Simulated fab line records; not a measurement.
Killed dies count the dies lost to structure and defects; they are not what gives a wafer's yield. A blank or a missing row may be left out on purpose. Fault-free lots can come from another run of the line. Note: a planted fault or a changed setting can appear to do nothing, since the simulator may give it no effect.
fab line records + flow sfq-line
[record]
- lots = 14
- wafers = 42
- last-day = 94
route steps=325 shown L0@3 I2@103 M6@263 I6@278
lots untouched by any fault: they come from a run of this same line in which no faults occurred
start-h: hours from the record's opening day to when the first of the lot's shown wafers began + wait-h: how many hours have passed since the lot's step before this one + " unchanged from the row above + L1.1+2: a row that stands for several wafers + - no value, or no start was given + * or withheld: withheld + < > ~ a bound
route shown NAME@n: NAME is a module with steps in the file, n the number in the route of the first one + usual: average and standard deviation across the fault-free wafers + same: alike in all rows + chamber/n: place in a boat + sites: per-site readings + _std_site: standard deviation of those values + _edge_site: outer sites' mean less inner sites' + radius-mm: how far each site lies from the wafer's centre + mask NAME#n: copy n + behind: the most recent tool/chamber to have shaped the wafer + hold: cause of the lot's hold/its duration in hours/its outcome + device: whichever transistor did not switch (one of n, p or np) + end of line: the route-end tests of the same wafers + where a step has no rows: the recipe by itself + killed: dies lost to structure and defects at the first sort, not the wafer's yield + map: a wafer's dies, marking killed ones x, the rest . and places with no die _
set.NAME: the setting as run; set.NAME@STEP: as run at that earlier step + model.NAME: the simulator's own value behind a step, which no gauge read
one table for each step of the route and one row for each wafer, over a sample of lots
services: a tool's chamber out of use, with start hour (start-h, from the record's first day; less than 0 if before it), hours out, and reason
[[steps]]
[step SFQ_TRILAYER_L0_DEP_SPUTTER_003]
[recipe]
- material = MoNx_KI
- base-pressure-pa = 1.33e-06
- target-thk-nm = 40
- power-w = 800
- time-s = 100
- chamber-pressure-pa = 0.4
[usual]
- throttle-valve-pct = 30.6/1.1
| lot.wafer | tool           | chamber | start-h | wait-h | throttle-valve-pct |
|-----------|----------------|---------|---------|--------|--------------------|
| L115.1    | pvd-sputter-05 | -       | 12.49   | 0.0    | 28.1               |
| L115.4    | "              | -       | "       | "      | 30.9               |
| L115.5    | "              | -       | "       | "      | 31.3               |
| L116.1    | pvd-sputter-03 | -       | 17.49   | 0.0    | 30.8               |
| L116.4    | "              | -       | "       | "      | 30.0               |
| L116.6    | "              | -       | "       | "      | 31.1               |
| L117.1    | pvd-sputter-05 | -       | 22.49   | 0.0    | 27.8               |
| L117.4    | "              | -       | "       | "      | 31.5               |
| L117.6    | "              | -       | "       | "      | 31.4               |
| L119.1    | pvd-sputter-03 | -       | 32.49   | 0.0    | 31.1               |
| L119.3    | "              | -       | "       | "      | 31.1               |
| L119.6    | "              | -       | "       | "      | 29.8               |
| L120.4    | pvd-sputter-06 | -       | 37.49   | 0.0    | 30.2               |
| L120.5    | "              | -       | "       | "      | 32.8               |
| L120.6    | "              | -       | "       | "      | 30.1               |
| L121.1    | pvd-sputter-03 | -       | 42.49   | 0.0    | 31.1               |
| L121.3    | "              | -       | "       | "      | 31.0               |
| L121.5    | "              | -       | "       | "      | 29.8               |
| L122.3    | pvd-sputter-05 | -       | 47.49   | 0.0    | 30.9               |
| L122.4    | "              | -       | "       | "      | 31.4               |
| L122.6    | "              | -       | "       | "      | 31.5               |
| L123.2    | pvd-sputter-06 | -       | 52.49   | 0.0    | 30.3               |
| L123.5    | "              | -       | "       | "      | 30.9               |
| L123.6    | "              | -       | "       | "      | 30.5               |
| L124.2    | pvd-sputter-05 | -       | 57.49   | 0.0    | 31.3               |
| L124.3    | "              | -       | "       | "      | 30.9               |
| L124.6    | "              | -       | "       | "      | 31.4               |
| L126.1    | pvd-sputter-05 | -       | 67.49   | 0.0    | 30.8               |
| L126.2    | "              | -       | "       | "      | 31.5               |
| L126.3    | "              | -       | "       | "      | 27.9               |
| L127.1    | pvd-sputter-06 | -       | 72.49   | 0.0    | 32.6               |
| L127.4    | "              | -       | "       | "      | 30.3               |
| L127.5    | "              | -       | "       | "      | 30.2               |
| L131.1    | pvd-sputter-05 | -       | 92.49   | 0.0    | 28.0               |
| L131.2    | "              | -       | "       | "      | 31.7               |
| L131.6    | "              | -       | "       | "      | 31.5               |
| L133.2    | pvd-sputter-03 | -       | 102.49  | 0.0    | 31.2               |
| L133.4    | "              | -       | "       | "      | 30.9               |
| L133.6    | "              | -       | "       | "      | 31.1               |
| L137.1    | pvd-sputter-05 | -       | 122.49  | 0.0    | 30.7               |
| L137.2    | "              | -       | "       | "      | 31.2               |
| L137.3    | "              | -       | "       | "      | 28.0               |
[step SFQ_L0_RS_MEAS_901]
[recipe]
- thk-meas-gauge = four-point-probe
- reads = MoNx_KI_of_TRILAYER_L0_DEP_SPUTTER_003
[usual]
- L0_MONX_KI_RS = 43.3/0.41
| lot.wafer | tool          | chamber | start-h | wait-h | L0_MONX_KI_RS[ohm/sq] |
|-----------|---------------|---------|---------|--------|-----------------------|
| L115.1    | film-metro-02 | -       | 12.56   | 0.0    | 43.6                  |
| L115.4    | "             | -       | "       | "      | 43.7                  |
| L115.5    | "             | -       | "       | "      | 43.8                  |
| L116.1    | film-metro-02 | -       | 17.56   | 0.0    | 43.8                  |
| L116.4    | "             | -       | "       | "      | 43.0                  |
| L116.6    | "             | -       | "       | "      | 43.5                  |
| L117.1    | film-metro-03 | -       | 22.56   | 0.0    | 44.0                  |
| L117.4    | "             | -       | "       | "      | 43.4                  |
| L117.6    | "             | -       | "       | "      | 43.5                  |
| L119.1    | film-metro-02 | -       | 32.56   | 0.0    | 43.4                  |
| L119.3    | "             | -       | "       | "      | 43.3                  |
| L119.6    | "             | -       | "       | "      | 43.1                  |
| L120.4    | film-metro-01 | -       | 37.62   | 0.1    | 43.5                  |
| L120.5    | "             | -       | "       | "      | 42.9                  |
| L120.6    | "             | -       | "       | "      | 43.6                  |
| L121.1    | film-metro-03 | -       | 42.56   | 0.0    | 43.5                  |
| L121.3    | "             | -       | "       | "      | 43.4                  |
| L121.5    | "             | -       | "       | "      | 43.1                  |
| L122.3    | film-metro-02 | -       | 47.60   | 0.1    | 43.5                  |
| L122.4    | "             | -       | "       | "      | 43.3                  |
| L122.6    | "             | -       | "       | "      | 43.2                  |
| L123.2    | film-metro-02 | -       | 52.58   | 0.1    | 43.4                  |
| L123.5    | "             | -       | "       | "      | 43.4                  |
| L123.6    | "             | -       | "       | "      | 43.6                  |
| L124.2    | film-metro-01 | -       | 57.58   | 0.1    | 42.8                  |
| L124.3    | "             | -       | "       | "      | 43.2                  |
| L124.6    | "             | -       | "       | "      | 42.8                  |
| L126.1    | film-metro-02 | -       | 67.56   | 0.0    | 43.8                  |
| L126.2    | "             | -       | "       | "      | 43.3                  |
| L126.3    | "             | -       | "       | "      | 43.1                  |
| L127.1    | film-metro-02 | -       | 72.56   | 0.0    | 43.6                  |
| L127.4    | "             | -       | "       | "      | 43.7                  |
| L127.5    | "             | -       | "       | "      | 44.0                  |
| L131.1    | film-metro-01 | -       | 92.56   | 0.0    | 43.8                  |
| L131.2    | "             | -       | "       | "      | 44.2                  |
| L131.6    | "             | -       | "       | "      | 40.4                  |
| L133.2    | film-metro-03 | -       | 102.58  | 0.1    | 43.5                  |
| L133.4    | "             | -       | "       | "      | 43.1                  |
| L133.6    | "             | -       | "       | "      | 42.8                  |
| L137.1    | film-metro-03 | -       | 122.56  | 0.0    | 42.8                  |
| L137.2    | "             | -       | "       | "      | 39.4                  |
| L137.3    | "             | -       | "       | "      | 43.1                  |
[step SFQ_L0_THK_MEAS_902]
[recipe]
- thk-meas-gauge = xrf
- reads = MoNx_KI_of_TRILAYER_L0_DEP_SPUTTER_003
[usual]
- L0_MONX_KI_THK = 40.3/0.48
| lot.wafer | tool          | chamber | start-h | wait-h | L0_MONX_KI_THK[nm] |
|-----------|---------------|---------|---------|--------|--------------------|
| L115.1    | film-metro-02 | -       | 12.68   | 0.1    | 40.0               |
| L115.4    | "             | -       | "       | "      | 39.7               |
| L115.5    | "             | -       | "       | "      | 39.7               |
| L116.1    | film-metro-02 | -       | 17.68   | 0.1    | 39.9               |
| L116.4    | "             | -       | "       | "      | 40.5               |
| L116.6    | "             | -       | "       | "      | 39.8               |
| L117.1    | film-metro-03 | -       | 22.68   | 0.1    | 40.0               |
| L117.4    | "             | -       | "       | "      | 40.3               |
| L117.6    | "             | -       | "       | "      | 40.5               |
| L119.1    | film-metro-02 | -       | 32.68   | 0.1    | 39.8               |
| L119.3    | "             | -       | "       | "      | 40.3               |
| L119.6    | "             | -       | "       | "      | 40.3               |
| L120.4    | film-metro-01 | -       | 37.71   | 0.1    | 40.3               |
| L120.5    | "             | -       | "       | "      | 41.1               |
| L120.6    | "             | -       | "       | "      | 40.3               |
| L121.1    | film-metro-03 | -       | 42.68   | 0.1    | 40.2               |
| L121.3    | "             | -       | "       | "      | 40.6               |
| L121.5    | "             | -       | "       | "      | 40.6               |
| L122.3    | film-metro-02 | -       | 47.70   | 0.1    | 39.9               |
| L122.4    | "             | -       | "       | "      | 40.0               |
| L122.6    | "             | -       | "       | "      | 40.3               |
| L123.2    | film-metro-02 | -       | 52.69   | 0.1    | 39.9               |
| L123.5    | "             | -       | "       | "      | 39.9               |
| L123.6    | "             | -       | "       | "      | 39.8               |
| L124.2    | film-metro-01 | -       | 57.69   | 0.1    | 40.8               |
| L124.3    | "             | -       | "       | "      | 40.5               |
| L124.6    | "             | -       | "       | "      | 40.7               |
| L126.1    | film-metro-02 | -       | 67.68   | 0.1    | 40.0               |
| L126.2    | "             | -       | "       | "      | 40.3               |
| L126.3    | "             | -       | "       | "      | 40.2               |
| L127.1    | film-metro-02 | -       | 72.68   | 0.1    | 39.9               |
| L127.4    | "             | -       | "       | "      | 40.2               |
| L127.5    | "             | -       | "       | "      | 39.6               |
| L131.1    | film-metro-01 | -       | 92.68   | 0.1    | 40.1               |
| L131.2    | "             | -       | "       | "      | 39.6               |
| L131.6    | "             | -       | "       | "      | 43.6               |
| L133.2    | film-metro-03 | -       | 102.69  | 0.1    | 40.5               |
| L133.4    | "             | -       | "       | "      | 40.8               |
| L133.6    | "             | -       | "       | "      | 40.8               |
| L137.1    | film-metro-03 | -       | 122.68  | 0.1    | 41.1               |
| L137.2    | "             | -       | "       | "      | 44.7               |
| L137.3    | "             | -       | "       | "      | 40.8               |
[step SFQ_TRILAYER_L0_ETCH_METAL_ETCH_008]
[recipe]
- target = MoNx_KI
- stop-on = SiO2
- mask-material = PR
- chemistry = SF6/O2
- target-depth-nm = 50
- icp-w = 600
- bias-w = 80
- pressure-mtorr = 10
- time-s = 25
[usual]
- bias-w = 80.00/0.25
- drypump-motor-current-A = 5.7/0.43
- oes-product-au = 0.875/0.0064
| lot.wafer | tool         | chamber | start-h | wait-h | bias-w | drypump-motor-current-A | oes-product-au | rf-hours-counter-h |
|-----------|--------------|---------|---------|--------|--------|-------------------------|----------------|--------------------|
| L115.1    | rie-metal-01 | 0       | 75.79   | 0.0    | 79.67  | 5.4                     | 0.871          | 6                  |
| L115.4    | "            | 0       | "       | "      | 79.99  | 5.4                     | 0.878          | -                  |
| L115.5    | "            | 0       | "       | "      | 80.34  | 5.4                     | 0.877          | -                  |
| L116.1    | rie-metal-01 | 1       | 80.59   | 0.0    | 80.55  | 5.4                     | 0.867          | 80                 |
| L116.4    | "            | 1       | "       | "      | 80.38  | 5.4                     | 0.884          | -                  |
| L116.6    | "            | 0       | "       | "      | 80.14  | 5.4                     | 0.870          | -                  |
| L117.1    | rie-metal-01 | 0       | 91.04   | 0.0    | 80.00  | 5.4                     | 0.873          | 8                  |
| L117.4    | "            | 0       | "       | "      | 80.19  | 5.4                     | 0.876          | -                  |
| L117.6    | "            | 0       | "       | "      | 79.69  | 5.4                     | 0.864          | -                  |
| L119.1    | rie-metal-02 | 1       | 105.50  | 0.1    | 80.11  | 6.4                     | 0.872          | 141                |
| L119.3    | "            | 1       | "       | "      | 79.83  | 6.4                     | 0.881          | -                  |
| L119.6    | "            | 1       | "       | "      | 79.80  | 6.4                     | 0.872          | -                  |
| L120.4    | rie-metal-02 | 1       | 110.35  | 0.1    | 79.75  | 6.4                     | 0.864          | -                  |
| L120.5    | "            | 1       | "       | "      | 79.74  | 6.4                     | 0.883          | -                  |
| L120.6    | "            | 1       | "       | "      | 79.87  | 6.4                     | 0.875          | -                  |
| L121.1    | rie-metal-01 | 0       | 116.24  | 0.0    | 79.76  | 5.4                     | 0.867          | 13                 |
| L121.3    | "            | 0       | "       | "      | 79.58  | 5.4                     | 0.875          | -                  |
| L121.5    | "            | 0       | "       | "      | 79.62  | 5.4                     | 0.883          | -                  |
| L122.3    | rie-metal-02 | 1       | 121.06  | 0.0    | 79.73  | 6.4                     | 0.879          | -                  |
| L122.4    | "            | 0       | "       | "      | 79.96  | 5.3                     | 0.877          | -                  |
| L122.6    | "            | 0       | "       | "      | 80.26  | 5.3                     | 0.879          | -                  |
| L123.2    | rie-metal-02 | 0       | 127.04  | 0.0    | 79.74  | 5.3                     | 0.879          | 1                  |
| L123.5    | "            | 1       | "       | "      | 79.84  | 6.5                     | 0.873          | -                  |
| L123.6    | "            | 0       | "       | "      | 79.54  | 5.3                     | 0.874          | -                  |
| L124.2    | rie-metal-01 | 1       | 130.64  | 0.0    | 80.24  | 5.3                     | 0.884          | 89                 |
| L124.3    | "            | 0       | "       | "      | 80.03  | 5.4                     | 0.878          | -                  |
| L124.6    | "            | 0       | "       | "      | 80.49  | 5.3                     | 0.886          | -                  |
| L126.1    | rie-metal-01 | 0       | 146.24  | 0.0    | 80.19  | 5.4                     | 0.869          | 18                 |
| L126.2    | "            | 1       | "       | "      | 80.07  | 5.4                     | 0.878          | 91                 |
| L126.3    | "            | 1       | "       | "      | 80.20  | 5.4                     | 0.867          | -                  |
| L127.1    | rie-metal-01 | 0       | 153.44  | 0.0    | 80.28  | 5.4                     | 0.868          | 19                 |
| L127.4    | "            | 1       | "       | "      | 80.16  | 5.4                     | 0.876          | -                  |
| L127.5    | "            | 1       | "       | "      | 80.26  | 5.4                     | 0.871          | -                  |
| L131.1    | rie-metal-03 | 1       | 178.64  | 0.0    | 79.60  | 5.7                     | 0.876          | 164                |
| L131.2    | "            | 0       | "       | "      | 79.83  | 5.5                     | 0.868          | 6                  |
| L131.6    | "            | 1       | "       | "      | 80.22  | 5.8                     | 0.904          | -                  |
| L133.2    | rie-metal-02 | 1       | 190.64  | 0.0    | 79.93  | 6.4                     | 0.876          | 157                |
| L133.4    | "            | 0       | "       | "      | 80.21  | 5.3                     | 0.872          | -                  |
| L133.6    | "            | 1       | "       | "      | 80.08  | 6.4                     | 0.871          | -                  |
| L137.1    | rie-metal-02 | 1       | 222.31  | 0.0    | 80.00  | 6.4                     | 0.879          | 163                |
| L137.2    | "            | 0       | "       | "      | 79.88  | 5.3                     | 0.928          | 18                 |
| L137.3    | "            | 1       | "       | "      | 79.90  | 6.4                     | 0.884          | -                  |
[step SFQ_TRILAYER_I2_DEP_PECVD_063]
[recipe]
- material = SiO2
- temp-c = 150
- time-s = 111.11
- pressure-torr = 2.4
- rf-w = 183.3
- precursor = SiH4/N2O
- target-thk-nm = 500
[usual]
- heater-power-w = 92/13
- showerhead-vpp-V = 842/45
- throttle-valve-pct = 25.4/1.3
| lot.wafer | tool     | chamber | start-h | wait-h | heater-power-w | showerhead-vpp-V | throttle-valve-pct |
|-----------|----------|---------|---------|--------|----------------|------------------|--------------------|
| L115.1    | pecvd-03 | 1       | 720.78  | 0.0    | 81             | 874              | 25.4               |
| L115.4    | "        | 0       | "       | "      | 93             | 873              | 27.1               |
| L115.5    | "        | 0       | "       | "      | 100            | 857              | 27.3               |
| L116.1    | pecvd-03 | 1       | 732.66  | 0.0    | 93             | 876              | 25.4               |
| L116.4    | "        | 2       | "       | "      | 81             | 805              | 26.2               |
| L116.6    | "        | 0       | "       | "      | 104            | 848              | 27.4               |
| L117.1    | pecvd-03 | 1       | 755.84  | 0.0    | 97             | 876              | 25.4               |
| L117.4    | "        | 1       | "       | "      | 82             | 870              | 25.1               |
| L117.6    | "        | 2       | "       | "      | 85             | 807              | 26.2               |
| L119.1    | pecvd-01 | 2       | 767.84  | 0.0    | 105            | 836              | 24.4               |
| L119.3    | "        | 1       | "       | "      | 95             | 777              | 26.0               |
| L119.6    | "        | 2       | "       | "      | 106            | 849              | 24.4               |
| L120.4    | pecvd-01 | 0       | 788.48  | 0.0    | 81             | 907              | 24.4               |
| L120.5    | "        | 1       | "       | "      | 99             | 752              | 26.3               |
| L120.6    | "        | 2       | "       | "      | 102            | 830              | 24.4               |
| L121.1    | pecvd-02 | 2       | 794.45  | 0.0    | 112            | 863              | 25.0               |
| L121.3    | "        | 1       | "       | "      | 100            | 806              | 24.1               |
| L121.5    | "        | 2       | "       | "      | 120            | 852              | 25.0               |
| L122.3    | pecvd-02 | 0       | 850.85  | 0.0    | 73             | 871              | 23.7               |
| L122.4    | "        | 2       | "       | "      | 112            | 860              | 25.2               |
| L122.6    | "        | 1       | "       | "      | 100            | 785              | 23.9               |
| L123.2    | pecvd-01 | 2       | 853.26  | 0.0    | 101            | 835              | 24.7               |
| L123.5    | "        | 0       | "       | "      | 85             | 925              | 24.5               |
| L123.6    | "        | 1       | "       | "      | 98             | 762              | 26.3               |
| L124.2    | pecvd-02 | 1       | 854.45  | 0.0    | 95             | 791              | 23.8               |
| L124.3    | "        | 0       | "       | "      | 85             | 877              | 23.7               |
| L124.6    | "        | 2       | "       | "      | 100            | 879              | 25.1               |
| L126.1    | pecvd-03 | 0       | 861.66  | 0.0    | 101            | 852              | 27.8               |
| L126.2    | "        | 2       | "       | "      | 77             | 792              | 26.9               |
| L126.3    | "        | 1       | "       | "      | 91             | 856              | 25.5               |
| L127.1    | pecvd-02 | 0       | 876.37  | 0.0    | 70             | 879              | 23.8               |
| L127.4    | "        | 1       | "       | "      | 98             | 796              | 24.5               |
| L127.5    | "        | 0       | "       | "      | 75             | 868              | 23.7               |
| L131.1    | pecvd-03 | 2       | 904.38  | 0.0    | 72             | 786              | 26.7               |
| L131.2    | "        | 0       | "       | "      | 88             | 863              | 27.8               |
| L131.6    | "        | 1       | "       | "      | 90             | 855              | 25.5               |
| L133.2    | pecvd-02 | 1       | 933.35  | 0.0    | 99             | 781              | 24.2               |
| L133.4    | "        | 1       | "       | "      | 101            | 793              | 24.2               |
| L133.6    | "        | 2       | "       | "      | 112            | 868              | 25.6               |
| L137.1    | pecvd-01 | 1       | 952.55  | 0.0    | 90             | 746              | 26.9               |
| L137.2    | "        | 0       | "       | "      | 73             | 907              | 24.8               |
| L137.3    | "        | 2       | "       | "      | 97             | 843              | 25.1               |
[step SFQ_TRILAYER_M6_ETCH_METAL_ETCH_162]
[recipe]
- target = Nb
- stop-on = SiO2
- mask-material = PR
- chemistry = Cl2/Ar
- target-depth-nm = 240
- icp-w = 600
- bias-w = 80
- pressure-mtorr = 10
- time-s = 120
[usual]
- bias-w = 79.96/0.21
- drypump-motor-current-A = 5.6/0.48
- oes-product-au = 0.892/0.0082
| lot.wafer | tool         | chamber | start-h | wait-h | bias-w | drypump-motor-current-A | oes-product-au | rf-hours-counter-h |
|-----------|--------------|---------|---------|--------|--------|-------------------------|----------------|--------------------|
| L115.1    | rie-metal-02 | 0       | 1652.50 | 0.0    | 80.07  | 5.3                     | 0.887          | 78                 |
| L115.4    | "            | 0       | "       | "      | 79.92  | 5.3                     | 0.885          | -                  |
| L115.5    | "            | 1       | "       | "      | 80.26  | 6.5                     | 0.893          | -                  |
| L116.1    | rie-metal-02 | 0       | 1655.65 | 0.0    | 80.10  | 5.3                     | 0.890          | 79                 |
| L116.4    | "            | 0       | "       | "      | 80.30  | 5.3                     | 0.879          | -                  |
| L116.6    | "            | 0       | "       | "      | 79.97  | 5.3                     | 0.893          | -                  |
| L117.1    | rie-metal-02 | 0       | 1659.62 | 0.0    | 79.77  | 5.3                     | 0.908          | 79                 |
| L117.4    | "            | 1       | "       | "      | 79.83  | 6.4                     | 0.914          | -                  |
| L117.6    | "            | 1       | "       | "      | 80.09  | 6.4                     | 0.913          | -                  |
| L119.1    | rie-metal-01 | 1       | 1678.92 | 0.0    | 79.98  | 5.4                     | 0.901          | 18                 |
| L119.3    | "            | 1       | "       | "      | 80.18  | 5.4                     | 0.900          | -                  |
| L119.6    | "            | 1       | "       | "      | 79.98  | 5.4                     | 0.903          | -                  |
| L120.4    | rie-metal-04 | 0       | 1695.31 | 0.1    | 79.83  | 5.3                     | 0.887          | -                  |
| L120.5    | "            | 0       | "       | "      | 80.02  | 5.2                     | 0.894          | -                  |
| L120.6    | "            | 1       | "       | "      | 80.01  | 5.2                     | 0.882          | -                  |
| L121.1    | rie-metal-02 | 0       | 1704.15 | 0.0    | 80.25  | 5.3                     | 0.896          | 87                 |
| L121.3    | "            | 1       | "       | "      | 80.22  | 6.5                     | 0.889          | -                  |
| L121.5    | "            | 1       | "       | "      | 80.09  | 6.5                     | 0.893          | -                  |
| L122.3    | rie-metal-01 | 1       | 1758.52 | 0.1    | 80.04  | 5.4                     | 0.880          | -                  |
| L122.4    | "            | 0       | "       | "      | 80.21  | 5.4                     | 0.876          | -                  |
| L122.6    | "            | 0       | "       | "      | 80.27  | 5.4                     | 0.883          | -                  |
| L123.2    | rie-metal-04 | 1       | 1767.15 | 0.0    | 80.03  | 5.1                     | 0.891          | 59                 |
| L123.5    | "            | 0       | "       | "      | 79.93  | 5.3                     | 0.898          | -                  |
| L123.6    | "            | 1       | "       | "      | 80.02  | 5.1                     | 0.888          | -                  |
| L124.2    | rie-metal-02 | 1       | 1775.55 | 0.0    | 79.90  | 6.4                     | 0.884          | 53                 |
| L124.3    | "            | 0       | "       | "      | 79.90  | 5.3                     | 0.884          | -                  |
| L124.6    | "            | 0       | "       | "      | 79.89  | 5.3                     | 0.886          | -                  |
| L126.1    | rie-metal-04 | 0       | 1878.24 | 0.0    | 79.75  | 5.3                     | 0.889          | 70                 |
| L126.2    | "            | 1       | "       | "      | 79.82  | 5.2                     | 0.889          | 77                 |
| L126.3    | "            | 0       | "       | "      | 80.06  | 5.2                     | 0.900          | -                  |
| L127.1    | rie-metal-01 | 1       | 1956.42 | 0.1    | 79.69  | 5.4                     | 0.895          | 66                 |
| L127.4    | "            | 1       | "       | "      | 79.68  | 5.4                     | 0.894          | -                  |
| L127.5    | "            | 1       | "       | "      | 79.85  | 5.4                     | 0.881          | -                  |
| L131.1    | rie-metal-04 | 0       | 1982.92 | 0.0    | 79.65  | 5.3                     | 0.883          | 82                 |
| L131.2    | "            | 1       | "       | "      | 79.76  | 5.2                     | 0.888          | 90                 |
| L131.6    | "            | 1       | "       | "      | 79.95  | 5.1                     | 0.895          | -                  |
| L133.2    | rie-metal-01 | 0       | 1990.12 | 0.0    | 79.83  | 5.4                     | 0.879          | 3                  |
| L133.4    | "            | 1       | "       | "      | 80.28  | 5.4                     | 0.890          | -                  |
| L133.6    | "            | 0       | "       | "      | 80.20  | 5.3                     | 0.878          | -                  |
| L137.1    | rie-metal-01 | 0       | 2003.32 | 0.0    | 80.17  | 5.4                     | 0.888          | 5                  |
| L137.2    | "            | 1       | "       | "      | 79.65  | 5.4                     | 0.886          | 74                 |
| L137.3    | "            | 0       | "       | "      | 79.78  | 5.4                     | 0.879          | -                  |
[step SFQ_TRILAYER_I6_VIA_ETCH_VIA_ETCH_172]
[recipe]
- target = SiO2
- stop-on = Nb
- mask-material = PR
- taper-deg = 20
- chemistry = CHF3
- target-depth-nm = 260
- source-w = 500
- bias-w = 80
- pressure-mtorr = 30
- time-s = withheld
[usual]
- bias-w = 80.02/0.2
- drypump-motor-current-A = 5.3/0.42
- oes-product-au = 0.857/0.0057
| lot.wafer | tool        | chamber | start-h | wait-h | bias-w | drypump-motor-current-A | oes-product-au |
|-----------|-------------|---------|---------|--------|--------|-------------------------|----------------|
| L115.1    | rie-diel-04 | 0       | 1760.65 | 0.0    | 79.95  | 5.0                     | 0.842          |
| L115.4    | "           | 3       | "       | "      | 80.57  | 5.4                     | 0.856          |
| L115.5    | "           | 3       | "       | "      | 80.33  | 5.4                     | 0.859          |
| L116.1    | rie-diel-01 | 3       | 1764.25 | 0.0    | 80.06  | 5.6                     | 0.848          |
| L116.4    | "           | 2       | "       | "      | 79.91  | 6.3                     | 0.862          |
| L116.6    | "           | 0       | "       | "      | 80.23  | 5.6                     | 0.845          |
| L117.1    | rie-diel-02 | 0       | 1767.85 | 0.0    | 79.91  | 5.6                     | 0.855          |
| L117.4    | "           | 3       | "       | "      | 79.88  | 4.9                     | 0.855          |
| L117.6    | "           | 3       | "       | "      | 80.33  | 4.9                     | 0.863          |
| L119.1    | rie-diel-04 | 0       | 1786.33 | 0.0    | 80.18  | 5.0                     | 0.851          |
| L119.3    | "           | 3       | "       | "      | 80.05  | 5.4                     | 0.854          |
| L119.6    | "           | 1       | "       | "      | 80.19  | 5.9                     | 0.852          |
| L120.4    | rie-diel-02 | 0       | 1803.13 | 0.0    | 80.05  | 5.6                     | 0.857          |
| L120.5    | "           | 2       | "       | "      | 80.35  | 5.0                     | 0.855          |
| L120.6    | "           | 3       | "       | "      | 80.11  | 4.9                     | 0.856          |
| L121.1    | rie-diel-02 | 0       | 1813.93 | 0.0    | 80.20  | 5.6                     | 0.857          |
| L121.3    | "           | 1       | "       | "      | 80.12  | 4.9                     | 0.863          |
| L121.5    | "           | 3       | "       | "      | 79.97  | 4.9                     | 0.857          |
| L122.3    | rie-diel-02 | 0       | 1850.62 | 0.0    | 79.68  | 5.6                     | 0.854          |
| L122.4    | "           | 3       | "       | "      | 80.27  | 4.9                     | 0.845          |
| L122.6    | "           | 2       | "       | "      | 79.69  | 5.0                     | 0.847          |
| L123.2    | rie-diel-01 | 0       | 1857.82 | 0.0    | 80.41  | 5.7                     | 0.858          |
| L123.5    | "           | 0       | "       | "      | 79.91  | 5.7                     | 0.861          |
| L123.6    | "           | 1       | "       | "      | 79.82  | 5.4                     | 0.857          |
| L124.2    | rie-diel-01 | 1       | 1869.82 | 0.0    | 80.08  | 5.3                     | 0.858          |
| L124.3    | "           | 0       | "       | "      | 80.23  | 5.6                     | 0.854          |
| L124.6    | "           | 3       | "       | "      | 80.28  | 5.6                     | 0.851          |
| L126.1    | rie-diel-01 | 1       | 1967.43 | 0.0    | 80.23  | 5.4                     | 0.858          |
| L126.2    | "           | 3       | "       | "      | 79.95  | 5.6                     | 0.847          |
| L126.3    | "           | 0       | "       | "      | 79.68  | 5.7                     | 0.858          |
| L127.1    | rie-diel-02 | 0       | 1968.63 | 0.0    | 79.94  | 5.6                     | 0.860          |
| L127.4    | "           | 1       | "       | "      | 80.28  | 4.9                     | 0.852          |
| L127.5    | "           | 2       | "       | "      | 80.11  | 5.0                     | 0.868          |
| L131.1    | rie-diel-02 | 2       | 1992.41 | 0.0    | 79.98  | 5.0                     | 0.863          |
| L131.2    | "           | 0       | "       | "      | 80.15  | 5.6                     | 0.857          |
| L131.6    | "           | 1       | "       | "      | 80.17  | 4.9                     | 0.857          |
| L133.2    | rie-diel-01 | 1       | 2000.93 | 0.0    | 79.97  | 5.4                     | 0.853          |
| L133.4    | "           | 0       | "       | "      | 79.95  | 5.7                     | 0.855          |
| L133.6    | "           | 1       | "       | "      | 79.82  | 5.3                     | 0.856          |
| L137.1    | rie-diel-04 | 0       | 2091.74 | 0.0    | 79.80  | 5.0                     | 0.858          |
| L137.2    | "           | 1       | "       | "      | 80.25  | 5.9                     | 0.849          |
| L137.3    | "           | 3       | "       | "      | 79.79  | 5.5                     | 0.861          |
[[services]]
| tool         | chamber | start-h | hours | kind   |
|--------------|---------|---------|-------|--------|
| rie-metal-01 | -       | 13.64   | 1.4   | pm     |
| rie-metal-02 | -       | 23.31   | 2.8   | pm     |
| rie-metal-02 | -       | 84.81   | 14.6  | pm     |
| rie-metal-01 | 0       | 158.90  | 4.6   | repair |
| rie-metal-02 | -       | 203.10  | 0.6   | repair |
| rie-metal-02 | -       | 245.08  | 0.7   | repair |
| rie-metal-01 | -       | 323.76  | 1.2   | repair |
| rie-metal-01 | -       | 422.46  | 0.2   | repair |
| rie-metal-02 | -       | 456.79  | 0.6   | repair |
| rie-metal-02 | -       | 633.73  | 0.5   | repair |
| rie-metal-02 | -       | 746.79  | 0.6   | repair |
| rie-metal-02 | 0       | 775.72  | 5.6   | repair |
| rie-metal-02 | -       | 827.70  | 1.4   | pm     |
| rie-metal-01 | -       | 869.62  | 2.8   | pm     |
| rie-metal-01 | 1       | 958.24  | 7.5   | repair |
| rie-metal-02 | -       | 996.27  | 15.2  | repair |
| rie-metal-01 | -       | 1042.52 | 5.7   | repair |
| rie-metal-01 | -       | 1283.99 | 0.2   | repair |
| rie-metal-01 | -       | 1298.96 | 3.5   | repair |
| rie-metal-01 | -       | 1327.37 | 14.6  | pm     |
| rie-metal-01 | -       | 1519.04 | 4.3   | pm     |
| rie-metal-01 | 0       | 1649.79 | 3.2   | repair |
| rie-metal-01 | 0       | 1704.13 | 36.8  | repair |
| rie-metal-01 | -       | 1969.86 | 2.8   | pm     |
[[key]]
[first-sign]
- step = SFQ_L0_RS_MEAS_901
- reading = L0_MONX_KI_RS
- direction = down
- sigmas = 8.4
- usual = 43.3
- struck = 39.9
[effect]
- step = SFQ_L0_THK_MEAS_902
- reading = L0_MONX_KI_THK
- direction = up
- sigmas = 8.1
- usual = 40.3
- struck = 44.2
[effect]
- step = SFQ_TRILAYER_L0_ETCH_METAL_ETCH_008
- reading = oes-product-au
- direction = up
- sigmas = 6.4
- usual = 0.875
- struck = 0.916
met-at SFQ_TRILAYER_L0_DEP_SPUTTER_003
struck-lots L131,L137
struck-wafers L131.6,L137.2
not-acting-at SFQ_TRILAYER_I2_DEP_PECVD_063,SFQ_TRILAYER_M6_ETCH_METAL_ETCH_162,SFQ_TRILAYER_I6_VIA_ETCH_VIA_ETCH_172
onset-between 57.49 92.49
[fault]
- kind = process-parameter-drift
- tool = pvd-sputter-05
- chamber = -
- onset-h = 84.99
- steps = SFQ_TRILAYER_L0_DEP_SPUTTER_003
- channel = time-s
- offset = *
- shape = step
- end-h = 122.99
- acts-in = *
- stated = *
- scope = struck-wafers-only
